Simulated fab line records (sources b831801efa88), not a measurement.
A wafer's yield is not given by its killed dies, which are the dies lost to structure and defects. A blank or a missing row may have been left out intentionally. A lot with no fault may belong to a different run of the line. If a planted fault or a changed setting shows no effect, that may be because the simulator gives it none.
The tool behind it: which one? :: flow sky130 :: Sampling: 14 lots, 42 wafers, 3 of 708 route steps

== WHAT EACH GAUGE READ, for each wafer ==
SKY_SONOS_ONO_CD_MEAS_13: the cd target is 410 nm.
lot: L670
measured: day 12 20:47
on: cd sem-02
cd nm (nm): 404.6 406.1 403.3

lot: L672
measured: day 13 10:24
on: cd sem-02
cd nm (nm): 408.0 411.4 410.0

lot: L674
measured: day 14 04:24
on: cd sem-01
cd nm (nm): 410.1 410.3 409.0

lot: L676
measured: day 14 16:26
on: cd sem-02
cd nm (nm): 411.8 412.4 412.5

lot: L678
measured: day 15 17:31
on: cd sem-02
cd nm (nm): 409.9 409.1 408.5

lot: L681
measured: day 17 00:16
on: cd sem-01
cd nm (nm): 409.9 409.3 411.5

lot: L682
measured: day 17 00:38
on: cd sem-02
cd nm (nm): 410.0 407.6 407.8

lot: L683
measured: day 17 04:30
on: cd sem-02
cd nm (nm): 411.5 412.1 409.2

lot: L684
measured: day 17 15:34
on: cd sem-01
cd nm (nm): 408.8 408.2 408.7

lot: L685
measured: day 17 23:38
on: cd sem-01
cd nm (nm): 413.3 412.5 414.2

lot: L687
measured: day 18 10:03
on: cd sem-02
cd nm (nm): 412.0 410.7 412.7

lot: L691
measured: day 19 23:23
on: cd sem-02
cd nm (nm): 411.9 411.3 413.5

lot: L692
measured: day 20 09:09
on: cd sem-01
cd nm (nm): 412.7 411.7 413.7

lot: L693
measured: day 20 12:35
on: cd sem-01
cd nm (nm): 406.2 408.0 409.3

SKY_LDD_P_CD_MEAS_07: the cd target is 380 nm.
lot: L670
measured: day 19 01:56
on: cd sem-01
cd nm (nm): 380.2 380.1 378.9

lot: L672
measured: day 20 01:16
on: cd sem-01
cd nm (nm): 372.3 374.9 377.2

lot: L674
measured: day 20 19:47
on: cd sem-02
cd nm (nm): 379.5 381.1 381.0

lot: L676
measured: day 21 06:47
on: cd sem-01
cd nm (nm): 383.3 383.6 385.0

lot: L678
measured: day 22 14:13
on: cd sem-02
cd nm (nm): 382.9 381.0 384.7

lot: L681
measured: day 27 23:42
on: cd sem-01
cd nm (nm): 380.7 378.4 376.6

lot: L682
measured: day 27 21:35
on: cd sem-01
cd nm (nm): 376.3 377.2 374.6

lot: L683
measured: day 27 20:48
on: cd sem-01
cd nm (nm): 372.0 373.3 374.4

lot: L684
measured: day 27 22:31
on: cd sem-01
cd nm (nm): 382.9 380.1 379.8

lot: L685
measured: day 27 21:35
on: cd sem-02
cd nm (nm): 377.7 380.2 379.7

lot: L687
measured: day 28 00:56
on: cd sem-02
cd nm (nm): 379.8 381.0 381.8

lot: L691
measured: day 27 23:44
on: cd sem-02
cd nm (nm): 378.7 379.0 377.0

lot: L692
measured: day 28 02:09
on: cd sem-02
cd nm (nm): 381.0 377.7 380.2

lot: L693
measured: day 28 02:50
on: cd sem-02
cd nm (nm): 379.1 376.9 376.1

== TOOL THAT RAN EACH LOT (tool first, then ch and the chambers of the sampled wafers, then the start) ==
lot: L670
SKY_VT_ADJUST_HVTP_EXPOSE_04: iline stepper-01 ch 0, day 5 19:35

lot: L672
SKY_VT_ADJUST_HVTP_EXPOSE_04: iline stepper-02 ch 0, day 6 06:44

lot: L674
SKY_VT_ADJUST_HVTP_EXPOSE_04: iline stepper-02 ch 0, day 6 21:52

lot: L676
SKY_VT_ADJUST_HVTP_EXPOSE_04: iline stepper-01 ch 0, day 7 06:04

lot: L678
SKY_VT_ADJUST_HVTP_EXPOSE_04: iline stepper-01 ch 0, day 7 21:43

lot: L681
SKY_VT_ADJUST_HVTP_EXPOSE_04: iline stepper-02 ch 0, day 9 01:35

lot: L682
SKY_VT_ADJUST_HVTP_EXPOSE_04: iline stepper-01 ch 0, day 9 01:48

lot: L683
SKY_VT_ADJUST_HVTP_EXPOSE_04: iline stepper-02, day 9 04:59

lot: L684
SKY_VT_ADJUST_HVTP_EXPOSE_04: iline stepper-02, day 9 14:07

lot: L685
SKY_VT_ADJUST_HVTP_EXPOSE_04: iline stepper-02 ch 0, day 9 17:32

lot: L687
SKY_VT_ADJUST_HVTP_EXPOSE_04: iline stepper-01 ch 0, day 10 03:18

lot: L691
SKY_VT_ADJUST_HVTP_EXPOSE_04: iline stepper-01 ch 0, day 11 04:43

lot: L692
SKY_VT_ADJUST_HVTP_EXPOSE_04: iline stepper-02 ch 0, day 11 10:44

lot: L693
SKY_VT_ADJUST_HVTP_EXPOSE_04: iline stepper-02 ch 0, day 11 15:56
- SKY_VT_ADJUST_HVTP_EXPOSE_04: exposes mask HVTPM, target cd 380 nm.

== WHAT THE TOOLS THEMSELVES READ (means of the sampled wafers that have a number; where no wafer has one, the mark that the record gives instead) ==
SKY_VT_ADJUST_HVTP_EXPOSE_04.
lot: L670
tool: iline stepper-01
exposure dose mJ cm2: 139.85
focus offset nm (nm): -0.4

lot: L672
tool: iline stepper-02
exposure dose mJ cm2: 139.66
focus offset nm (nm): -0.2

lot: L674
tool: iline stepper-02
exposure dose mJ cm2: 139.95
focus offset nm (nm): 0.4

lot: L676
tool: iline stepper-01
exposure dose mJ cm2: 139.95
focus offset nm (nm): 0.3

lot: L678
tool: iline stepper-01
exposure dose mJ cm2: 140.01
focus offset nm (nm): 0.4

lot: L681
tool: iline stepper-02
exposure dose mJ cm2: 139.77
focus offset nm (nm): -0.6

lot: L682
tool: iline stepper-01
exposure dose mJ cm2: 140.12
focus offset nm (nm): -0.4

lot: L683
tool: iline stepper-02
exposure dose mJ cm2: -
focus offset nm (nm): -

lot: L684
tool: iline stepper-02
exposure dose mJ cm2: -
focus offset nm (nm): -

lot: L685
tool: iline stepper-02
exposure dose mJ cm2: 139.93
focus offset nm (nm): -0.3

lot: L687
tool: iline stepper-01
exposure dose mJ cm2: 139.95
focus offset nm (nm): -0.4

lot: L691
tool: iline stepper-01
exposure dose mJ cm2: 139.92
focus offset nm (nm): -0.3

lot: L692
tool: iline stepper-02
exposure dose mJ cm2: 140.12
focus offset nm (nm): 0.1

lot: L693
tool: iline stepper-02
exposure dose mJ cm2: 139.76
focus offset nm (nm): -0.4

== THE ANSWER, worked out from the rows above alone ==
Rule: usual is defined by the lots themselves. Put in order of their means at a reading, lots are off if they are a third of the lots or fewer, leave a main group of 4 or more, and stand apart from it by a gap of 3 or more times the standard deviation of the main group's means; of several such gaps the widest counts. A main group is skipped when, at the precision printed for the reading in the tables above, its means are all equal. A lot without any number at a reading at which 4 lots or more have one is off too. The other lots that the step has rows for count as sound. The gauges are gone through in route order, then the tools' own readings, and for those a lot's mean is taken as printed above. At the first step where some lot is off, the reading lying furthest off is the one used; lots without a number count as furthest.
Off: L683, L684, at SKY_VT_ADJUST_HVTP_EXPOSE_04 (exposure dose mJ cm2). Without a number there: L683, L684. Main group: mean 139.92, sd 0.13.
If a tool, at that step or one of the process steps before it, ran each lot that is off and ran no sound lot following the first of them, it fits. None of those tried fits.

== WHAT THE SIMULATOR HAD INSERTED ==
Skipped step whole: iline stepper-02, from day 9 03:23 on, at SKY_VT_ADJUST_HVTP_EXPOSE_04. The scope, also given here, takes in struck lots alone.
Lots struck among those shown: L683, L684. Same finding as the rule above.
